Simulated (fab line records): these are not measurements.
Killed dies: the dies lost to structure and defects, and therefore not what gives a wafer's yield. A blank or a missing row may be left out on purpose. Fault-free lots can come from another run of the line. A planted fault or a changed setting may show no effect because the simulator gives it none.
fab line records ; flow sky130
record lots=6; wafers=18; lastDay=50
route steps=708 shown PWDE@52 NWELL@56 PAD_OPEN@708
lots with no fault: from the same line, run without faults
startH: start of the lot's first displayed wafer, in hours after the record's first day ; waitH: time in hours since the lot's previous step ; " identical to the entry in the row above ; L1.1+2: a row that stands for several wafers ; - value missing, or start not given ; * or withheld: withheld ; < > ~ a bound
route shown NAME@n: a module of which the file shows steps, and the number in the route of the first ; usual: the fault-free wafers' mean and standard deviation ; same: alike in all rows ; chamber/n: place in a boat ; sites: the reading at each site ; _std_site: the standard deviation of these ; _edge_site: outer sites' mean less inner sites' ; radiusMm: how far each site lies from the wafer's centre ; mask NAME#n: copy n ; behind: tool/chamber where the wafer was last shaped ; hold: cause of the lot's hold/its duration in hours/its outcome ; device: the transistor (n, p or np) that didn't switch ; end of line: at the end of the route, the tests of the same wafers ; step lacking rows: just its recipe ; killed: dies lost to structure and defects at the first sort, not the wafer's yield ; map: a wafer's dies, marking killed ones x, the rest . and places with no die _
set.NAME: the setting that was run; set.NAME@STEP: the one run at that earlier step ; model.NAME: the simulator's own value behind a step, which no gauge read
lots seen at some steps along the route; tables by step, rows by wafer
services: the hour from which a tool's chamber was out of use, counted from the record's first day as startH (under 0 if before that day), plus the number of hours and why
## steps
# step SKY_PWDE_OVL_MEAS_07
# usual PWDE_OVL=0.4/1.2
lot.wafer;tool;chamber;startH;waitH;PWDE_OVL[nm]
L297.1;overlay-01;-;97.80;-;-0.8
L297.2;overlay-01;-;97.80;-;1.3
L297.6;overlay-01;-;97.80;-;0.1
L302.1;overlay-01;-;124.20;-;-0.2
L302.2;overlay-01;-;124.20;-;-0.9
L302.3;overlay-01;-;124.20;-;0.8
L304.1;overlay-02;-;135.20;-;4.0
L304.4;overlay-02;-;135.20;-;0.3
L304.6;overlay-02;-;135.20;-;1.7
L309.2;overlay-01;-;161.00;-;0.6
L309.3;overlay-01;-;161.00;-;0.8
L309.6;overlay-01;-;161.00;-;2.8
L313.1;overlay-02;-;187.55;-;1.1
L313.4;overlay-02;-;187.55;-;2.4
L313.5;overlay-02;-;187.55;-;1.1
L314.1;overlay-01;-;192.05;-;0.4
L314.2;overlay-01;-;192.05;-;0.5
L314.6;overlay-01;-;192.05;-;0.7
# step SKY_PWDE_IMPLANT_08
# recipe species=B; energyKev=150; doseCm2=3.6e+12; tiltDeg=withheld
# step SKY_PWDE_STRIP_09
# recipe chemistry=O2/N2; powerW=1400; pressureMtorr=1500; platenTempC=withheld; o2FlowSccm=3000; n2FlowSccm=300; overashFraction=0.5
# usual drypumpMotorCurrentA=5.7/0.5; oesProductAu=0.722/0.0042; stripTimeToEndpointS=36.96/0.12
lot.wafer;tool;chamber;startH;waitH;drypumpMotorCurrentA;oesProductAu;rfHoursCounterH;stripTimeToEndpointS
L297.1;plasmaAsher-04;0;97.98;0.1;4.8;0.725;38;36.96
L297.2;plasmaAsher-04;1;97.98;0.1;6.1;0.719;38;37.03
L297.6;plasmaAsher-04;1;97.98;0.1;6.1;0.717;-;36.93
L302.1;plasmaAsher-04;1;124.38;0.1;6.1;0.728;41;36.91
L302.2;plasmaAsher-04;0;124.38;0.1;4.8;0.722;41;36.88
L302.3;plasmaAsher-04;0;124.38;0.1;4.8;0.714;-;36.88
L304.1;plasmaAsher-01;1;135.38;0.1;5.4;0.718;2;36.99
L304.4;plasmaAsher-01;1;135.38;0.1;5.4;0.720;-;36.94
L304.6;plasmaAsher-01;1;135.38;0.1;5.4;0.720;-;36.97
L309.2;plasmaAsher-01;0;161.18;0.1;6.0;0.724;4;36.92
L309.3;plasmaAsher-01;1;161.18;0.1;5.4;0.730;-;36.86
L309.6;plasmaAsher-01;1;161.18;0.1;5.4;0.723;-;36.87
L313.1;plasmaAsher-03;0;187.73;0.1;6.1;0.721;38;37.16
L313.4;plasmaAsher-03;0;187.73;0.1;6.1;0.724;-;37.06
L313.5;plasmaAsher-03;0;187.73;0.1;6.1;0.723;-;37.06
L314.1;plasmaAsher-01;0;192.23;0.1;5.9;0.724;7;36.87
L314.2;plasmaAsher-01;1;192.23;0.1;5.4;0.724;7;36.93
L314.6;plasmaAsher-01;1;192.23;0.1;5.4;0.722;-;36.85
# step SKY_PWDE_TW_MEAS_10
# usual PWDE_TW=372/4.7
lot.wafer;tool;chamber;startH;waitH;PWDE_TW
L297.1;filmMetro-01;-;98.08;0.1;377
L297.2;filmMetro-01;-;98.08;0.1;375
L297.6;filmMetro-01;-;98.08;0.1;378
L302.1;filmMetro-03;-;124.48;0.1;367
L302.2;filmMetro-03;-;124.48;0.1;369
L302.3;filmMetro-03;-;124.48;0.1;368
L304.1;filmMetro-03;-;135.48;0.1;368
L304.4;filmMetro-03;-;135.48;0.1;367
L304.6;filmMetro-03;-;135.48;0.1;369
L309.2;filmMetro-01;-;161.29;0.1;380
L309.3;filmMetro-01;-;161.29;0.1;379
L309.6;filmMetro-01;-;161.29;0.1;380
L313.1;filmMetro-04;-;187.83;0.1;371
L313.4;filmMetro-04;-;187.83;0.1;368
L313.5;filmMetro-04;-;187.83;0.1;369
L314.1;filmMetro-04;-;192.33;0.1;370
L314.2;filmMetro-04;-;192.33;0.1;371
L314.6;filmMetro-04;-;192.33;0.1;370
# step SKY_NWELL_DEHYDRATE_03
# recipe tempC=200; timeS=60
# step SKY_NWELL_HMDS_04
# recipe primeTimeS=60; primeTempC=120
# step SKY_NWELL_COAT_05
# recipe spinRpm=2000; resistThkNm=3000
# step SKY_NWELL_SOFTBAKE_06
# recipe tempC=110; timeS=withheld
# step SKY_NWELL_EXPOSE_07
# recipe maskId=NWM; na=0.6; sourceShape=conventional; sigmaOuter=0.6; polarization=unpolarized; targetCdNm=840; doseMj=255
# step SKY_NWELL_PEB_08
# recipe tempC=115; timeS=withheld
# step SKY_NWELL_DEVELOP_09
# recipe wallAngleDeg=90; developer=TMAH; developTimeS=60; devTempC=23
# step SKY_NWELL_OVL_MEAS_10
# usual NWELL_00_OVL=-1.1/1.3
lot.wafer;tool;chamber;startH;waitH;NWELL_00_OVL[nm]
L297.1;overlay-01;-;114.48;-;-2.9
L297.2;overlay-01;-;114.48;-;-2.5
L297.6;overlay-01;-;114.48;-;-1.8
L302.1;overlay-01;-;143.15;-;-1.3
L302.2;overlay-01;-;143.15;-;-0.6
L302.3;overlay-01;-;143.15;-;-0.7
L304.1;overlay-02;-;154.55;-;-2.1
L304.4;overlay-02;-;154.55;-;-3.8
L304.6;overlay-02;-;154.55;-;-2.3
L309.2;overlay-01;-;182.00;-;0.4
L309.3;overlay-01;-;182.00;-;-0.8
L309.6;overlay-01;-;182.00;-;0.5
L313.1;overlay-01;-;209.05;-;3.2
L313.4;overlay-01;-;209.05;-;0.6
L313.5;overlay-01;-;209.05;-;-0.3
L314.1;overlay-02;-;214.40;-;-0.7
L314.2;overlay-02;-;214.40;-;-0.5
L314.6;overlay-02;-;214.40;-;1.0
# step SKY_NWELL_IMPLANT_11
# recipe species=P; energyKev=400; doseCm2=1.9e+13; tiltDeg=withheld
# usual beamEnergyKeV=399.97/0.12
lot.wafer;tool;chamber;startH;waitH;beamEnergyKeV;model.implant.drpNm
L297.1;implanter-04;0;114.52;0.0;399.87;116.9
L297.2;implanter-04;0;114.52;0.0;399.90;116.9
L297.6;implanter-04;0;114.52;0.0;399.96;116.9
L302.1;implanter-03;0;143.18;0.0;399.97;116.9
L302.2;implanter-03;0;143.18;0.0;399.91;116.9
L302.3;implanter-03;0;143.18;0.0;400.05;116.9
L304.1;implanter-04;0;154.58;0.0;400.00;116.9
L304.4;implanter-04;0;154.58;0.0;400.06;116.9
L304.6;implanter-04;0;154.58;0.0;400.03;116.9
L309.2;implanter-03;0;182.06;0.0;385.40;114.6
L309.3;implanter-03;0;182.06;0.0;385.46;114.6
L309.6;implanter-03;0;182.06;0.0;385.22;114.6
L313.1;implanter-03;0;209.08;0.0;385.40;114.6
L313.4;implanter-03;0;209.08;0.0;385.53;114.6
L313.5;implanter-03;0;209.08;0.0;385.55;114.6
L314.1;implanter-01;0;214.43;0.0;399.83;116.9
L314.2;implanter-01;0;214.43;0.0;399.79;116.9
L314.6;implanter-01;0;214.43;0.0;399.74;116.9
# step SKY_NWELL_IMPLANT_12
# recipe species=P; energyKev=120; doseCm2=1.3e+12; tiltDeg=withheld
# step SKY_PAD_OPEN_PROBE_99
# usual killed_at_M0_to_M3=42/6.7; killed_at_M4_up=3.3/2.1; killedAtContacts=24/5.1; killedAtFrontEnd=15/4.6; killedAtOther=0.3/0.58; killedDies=85/9.9; killedOpen=46/6.9; killedShort=38/7
# same grossDies=492; killedAtBackSide=0
lot.wafer;tool;chamber;startH;waitH;killed_at_M0_to_M3;killed_at_M4_up;killedAtContacts;killedAtFrontEnd;killedAtOther;killedDies;killedOpen;killedShort;model.etest.resNwell.lineOhmUm;model.etest.pfet_16v.vtV;model.etest.pfetG5v0d10v5.vtLongV
L297.1;prober-02;-;1120.11;0.1;55;5;24;19;0;103;45;56;1097;-1.09;-0.9237
L297.2;prober-02;-;1120.16;0.1;42;4;21;13;3;83;44;36;1075;-1.096;-0.9289
L297.6;prober-02;-;1120.36;0.2;47;3;11;18;0;79;33;44;1105;-1.096;-0.9333
L302.1;prober-01;-;1142.10;0.1;49;9;23;8;0;89;49;35;1159;-1.079;-0.9135
L302.2;prober-01;-;1142.15;0.1;51;1;25;20;0;97;59;38;1181;-1.084;-0.915
L302.3;prober-01;-;1142.20;0.2;35;2;29;15;1;82;51;31;1131;-1.099;-0.9258
L304.1;prober-01;-;1152.67;0.1;36;4;28;16;0;84;50;34;1121;-1.094;-0.926
L304.4;prober-01;-;1152.82;0.2;33;4;31;9;0;77;41;36;1073;-1.095;-0.9285
L304.6;prober-01;-;1152.92;0.2;45;2;34;16;0;97;61;36;1065;-1.094;-0.9309
L309.2;prober-02;-;1175.40;0.1;49;5;27;16;0;97;56;39;1200;-1.135;-0.959
L309.3;prober-02;-;1175.45;0.2;46;0;37;15;0;98;65;33;1206;-1.132;-0.9569
L309.6;prober-02;-;1175.60;0.2;61;6;31;11;1;110;53;56;1189;-1.132;-0.9543
L313.1;prober-02;-;1199.47;0.1;36;6;28;12;0;82;43;39;1255;-1.144;-0.9636
L313.4;prober-02;-;1199.62;0.2;37;1;34;7;1;80;47;33;1200;-1.156;-0.9769
L313.5;prober-02;-;1199.67;0.2;47;6;28;12;1;94;49;45;1222;-1.14;-0.9655
L314.1;prober-01;-;1200.97;0.1;41;3;20;24;1;89;40;49;1183;-1.114;-0.9375
L314.2;prober-01;-;1201.02;0.1;48;2;22;20;0;92;46;44;1195;-1.104;-0.9312
L314.6;prober-01;-;1201.22;0.2;35;5;22;14;0;76;36;40;1153;-1.109;-0.9359
# killed by level:class
L297.1 METAL1:geometricParticle:short=11 METAL2:geometricParticle:short=10 VIA1:geometricParticle:open=10 LI_CONTACT:geometricParticle:open=9 VIA1:geometricParticle:short=8 CONTACT:geometricParticle:open=6 FIELD_ISO:geometricParticle:short=5 POLY_GATE:geometricParticle:short=5
L297.2 VIA1:geometricParticle:open=11 CONTACT:geometricParticle:open=6 VIA2:geometricParticle:open=6 LOCAL_INTERCONNECT:geometricParticle:short=5 VIA1:geometricParticle:short=5 VIA3:geometricParticle:open=5 METAL2:geometricParticle:short=5 LI_CONTACT:geometricParticle:open=4
L297.6 VIA2:geometricParticle:open=10 METAL3:geometricParticle:short=7 VIA1:geometricParticle:open=6 POLY_GATE:geometricParticle:short=5 CONTACT:geometricParticle:open=5 METAL1:geometricParticle:short=5 VIA3:geometricParticle:short=5 FIELD_ISO:geometricParticle:short=4
L302.1 CONTACT:geometricParticle:open=12 VIA3:geometricParticle:open=12 METAL1:geometricParticle:short=8 VIA2:geometricParticle:open=7 VIA1:geometricParticle:open=6 VIA1:geometricParticle:short=5 METAL3:geometricParticle:short=5 VIA4:areaEtch=5
L302.2 VIA1:geometricParticle:open=11 CONTACT:geometricParticle:open=10 LI_CONTACT:geometricParticle:open=9 VIA3:geometricParticle:open=9 FIELD_ISO:geometricParticle:short=8 VIA2:geometricParticle:open=6 FIELD_ISO:geometricParticle:open=5 METAL2:geometricParticle:short=5
L302.3 CONTACT:geometricParticle:open=10 VIA1:geometricParticle:open=9 LI_CONTACT:geometricParticle:open=8 POLY_GATE:geometricParticle:short=6 VIA2:geometricParticle:open=5 LOCAL_INTERCONNECT:geometricParticle:short=4 CONTACT:geometricParticle:short=4 METAL2:geometricParticle:open=4
L304.1 LI_CONTACT:geometricParticle:open=12 CONTACT:geometricParticle:open=10 VIA1:geometricParticle:open=6 VIA2:geometricParticle:open=6 POLY_GATE:geometricParticle:short=5 METAL1:geometricParticle:short=5 CONTACT:geometricParticle:short=4 VIA3:geometricParticle:open=4
L304.4 LI_CONTACT:geometricParticle:open=14 VIA1:geometricParticle:open=9 LI_CONTACT:geometricParticle:short=6 VIA2:geometricParticle:open=6 METAL2:geometricParticle:short=5 LOCAL_INTERCONNECT:geometricParticle:short=4 METAL4:geometricParticle:short=4 FIELD_ISO:geometricParticle:short=3
L304.6 CONTACT:geometricParticle:open=17 VIA1:geometricParticle:open=12 POLY_GATE:geometricParticle:open=8 LOCAL_INTERCONNECT:geometricParticle:short=7 METAL1:geometricParticle:short=7 VIA2:geometricParticle:open=7 METAL2:geometricParticle:short=6 LI_CONTACT:geometricParticle:open=6
L309.2 VIA1:geometricParticle:open=15 VIA2:geometricParticle:open=9 CONTACT:geometricParticle:open=8 LI_CONTACT:geometricParticle:open=7 CONTACT:geometricParticle:short=7 VIA3:geometricParticle:short=5 METAL2:geometricParticle:short=4 VIA2:geometricParticle:short=4
L309.3 CONTACT:geometricParticle:open=17 VIA1:geometricParticle:open=17 CONTACT:geometricParticle:short=8 LI_CONTACT:geometricParticle:open=6 VIA3:geometricParticle:short=6 FIELD_ISO:geometricParticle:open=4 POLY_GATE:geometricParticle:open=4 VIA3:geometricParticle:open=4
L309.6 VIA1:geometricParticle:open=13 VIA1:geometricParticle:short=10 LI_CONTACT:geometricParticle:open=9 CONTACT:geometricParticle:open=9 VIA3:geometricParticle:open=9 LOCAL_INTERCONNECT:geometricParticle:short=7 VIA3:geometricParticle:short=6 METAL1:geometricParticle:short=6
L313.1 LI_CONTACT:geometricParticle:open=8 CONTACT:geometricParticle:open=8 CONTACT:geometricParticle:short=8 VIA1:geometricParticle:open=7 METAL2:geometricParticle:short=5 VIA3:geometricParticle:open=5 POLY_GATE:geometricParticle:short=4 VIA2:geometricParticle:open=4
L313.4 CONTACT:geometricParticle:open=18 VIA1:geometricParticle:open=9 LI_CONTACT:geometricParticle:open=7 METAL2:geometricParticle:short=7 VIA2:geometricParticle:open=5 CONTACT:geometricParticle:short=4 METAL1:geometricParticle:short=4 VIA1:geometricParticle:short=3
L313.5 VIA1:geometricParticle:open=13 CONTACT:geometricParticle:open=10 LI_CONTACT:geometricParticle:open=6 CONTACT:geometricParticle:short=6 VIA3:geometricParticle:short=5 METAL1:geometricParticle:open=5 METAL2:geometricParticle:short=5 METAL4:geometricParticle:short=5
L314.1 POLY_GATE:geometricParticle:short=10 VIA3:geometricParticle:open=10 VIA1:geometricParticle:open=9 CONTACT:geometricParticle:open=6 LI_CONTACT:geometricParticle:short=5 LOCAL_INTERCONNECT:geometricParticle:short=5 VIA3:geometricParticle:short=5 POLY_GATE:geometricParticle:open=4
L314.2 CONTACT:geometricParticle:open=11 METAL1:geometricParticle:short=9 VIA1:geometricParticle:open=8 VIA3:geometricParticle:open=7 VIA1:geometricParticle:short=6 POLY_GATE:geometricParticle:open=5 POLY_GATE:geometricParticle:short=5 METAL2:geometricParticle:short=5
L314.6 METAL1:geometricParticle:short=7 LOCAL_INTERCONNECT:geometricParticle:short=6 CONTACT:geometricParticle:open=6 METAL2:geometricParticle:short=6 FIELD_ISO:geometricParticle:open=4 POLY_GATE:geometricParticle:short=4 LI_CONTACT:geometricParticle:open=4 VIA1:geometricParticle:open=4
## services
tool;chamber;startH;hours;kind
plasmaAsher-03;-;88.32;3.0;repair
implanter-01;-;107.87;1.8;repair
plasmaAsher-01;-;108.75;9.0;pm
plasmaAsher-01;0;108.75;9.0;ventCycle
plasmaAsher-01;1;108.75;9.0;ventCycle
implanter-03;-;113.37;3.1;repair
plasmaAsher-01;0;117.75;-;clean
plasmaAsher-01;1;117.75;-;clean
implanter-04;-;118.46;2.3;repair
implanter-03;-;123.13;13.2;pm
implanter-04;-;140.04;3.6;pm
plasmaAsher-03;-;183.27;1.4;repair
plasmaAsher-04;-;208.50;11.1;repair
## key
firstSign step=SKY_NWELL_IMPLANT_11; reading=beamEnergyKeV; direction=down; sigmas=99+; usual=*; struck=*
effect none on later readings
modelEffect step=SKY_NWELL_IMPLANT_11; value=implant.drpNm; without=116.9; struck=114.6
modelEffect step=SKY_PAD_OPEN_PROBE_99; value=etest.resNwell.lineOhmUm; without=1130; struck=1212
metAt SKY_NWELL_IMPLANT_11
struckWafers L309.2,L309.3,L309.6,L313.1,L313.4,L313.5
testerLeftOut L309,L313
onsetBetween 143.18 182.06
fault kind=processParameterDrift; tool=implanter-03; chamber=-; onsetH=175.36; steps=SKY_NWELL_IMPLANT_11; channel=energyKev; offset=*; shape=step; endH=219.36; actsIn=*; stated=*
# testerLeftOut: of these lots the tester's yield and bins aren't shown, on N5 and GAA mostly nor the transistor test; their killed dies are dies lost to structure and defects alone, not to doping, threshold or leakage, so they don't give the yield
